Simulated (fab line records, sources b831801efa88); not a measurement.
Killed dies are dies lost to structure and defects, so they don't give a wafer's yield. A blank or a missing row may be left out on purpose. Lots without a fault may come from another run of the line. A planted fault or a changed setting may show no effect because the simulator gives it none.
Chamber matching | flow gf180mcu | GF_PASSIVATION_CVD_00 on pecvd-01: 3 sister chambers
The step deposits SiO2 from TEOS, target thk 1000 nm, time 111.95 s. 3 wafers are shown with their chamber, then 7 later ones without.

WAFERS WITH THEIR CHAMBER
wafer  | chamber | heater_power_w (W)
L108.5 | 2       | 647
L111.2 | 1       | 638
L111.5 | 0       | 712

WAFERS WITHOUT THEIR CHAMBER
wafer  | heater_power_w (W)
L111.6 | 590
L115.3 | 549
L115.4 | 541
L115.6 | 602
L119.1 | 645
L119.5 | 753
L119.6 | 675

WHICH CHAMBER EACH WENT THROUGH
wafer  | from the rows above          | in truth
L111.6 | can't be placed: 1 or 2 or 0 | 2
L115.3 | can't be placed: 1 or 2 or 0 | 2
L115.4 | can't be placed: 1 or 2 or 0 | 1
L115.6 | can't be placed: 1 or 2 or 0 | 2
L119.1 | can't be placed: 2 or 1 or 0 | 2
L119.5 | can't be placed: 0 or 2 or 1 | 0
L119.6 | can't be placed: 2 or 0 or 1 | 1
Placed correctly: 0 of 7. Can't be placed from these rows: 7 (the true chamber is among the candidates in 7). Placed wrongly: 0.
How it was worked out, from the rows above alone: a wafer's distance from a chamber is the root of the sum, over the readings, of the square of ((its reading less the chamber's mean) divided by the reading's scatter). The wafer belongs to the nearest chamber; if the next one is less than 2 further off, it can't be placed. A chamber's mean is the mean of its shown wafers. The scatter: with one shown wafer a chamber, the root of the mean of the squares of how far each hidden wafer lies from its nearest shown one.
